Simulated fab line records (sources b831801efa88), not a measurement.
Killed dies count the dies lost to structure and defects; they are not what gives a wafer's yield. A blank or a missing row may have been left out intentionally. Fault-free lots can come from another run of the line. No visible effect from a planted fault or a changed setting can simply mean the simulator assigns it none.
Matching of chambers | flow gf180mcu | GF_V2_CVD_02 on pecvd-03: 3 sister chambers
The step deposits SiO2 from TEOS, target thk 850 nm, time 94.851 s. 6 wafers are shown with their chamber, then 11 later ones without.

== WAFERS WITH THEIR CHAMBER ==
wafer  | chamber | heater_power_w (W) | susceptor_temp_C (C)
L082.6 | 2       | 632                | 399.94
L083.3 | 1       | 653                | 400.33
L085.4 | 1       | 650                | 399.86
L085.5 | 2       | 628                | 400.27
L085.6 | 0       | 867                | 399.81
L087.1 | 0       | 859                | 400.11

== WAFERS WITHOUT THEIR CHAMBER ==
wafer  | heater_power_w (W) | susceptor_temp_C (C)
L087.3 | 563                | 400.31
L087.5 | 616                | 399.81
L094.3 | 820                | 400.23
L094.4 | 666                | 399.81
L094.5 | 651                | 400.14
L096.1 | 617                | 399.99
L096.2 | 598                | 399.83
L096.5 | 879                | 399.84
L097.1 | 655                | 399.95
L097.3 | 539                | 400.14
L097.6 | 594                | 399.87

== THE CHAMBER EACH PASSED THROUGH ==
wafer  | from the rows above | in truth
L087.3 | 2                   | 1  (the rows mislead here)
L087.5 | 2                   | 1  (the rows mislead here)
L094.3 | 0                   | 0
L094.4 | 1                   | 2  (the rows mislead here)
L094.5 | 1                   | 1
L096.1 | 2                   | 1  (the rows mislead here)
L096.2 | 2                   | 2
L096.5 | 0                   | 0
L097.1 | 1                   | 1
L097.3 | 2                   | 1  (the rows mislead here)
L097.6 | 2                   | 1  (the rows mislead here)
Correctly placed: 5 of 11. Number that these rows cannot place: 0. Wrongly placed: 6.
How it was worked out, from the rows above alone: a wafer's distance from a chamber is the root of the sum, over the readings, of the square of ((its reading less the chamber's mean) divided by the reading's scatter). The wafer belongs to the nearest chamber; if the next one is less than 2 further off, it can't be placed. Each chamber's mean is taken over the wafers shown for it. The scatter: the root of (the sum of the squares of (reading less its chamber's mean) over the shown wafers, divided by (wafers less chambers)).
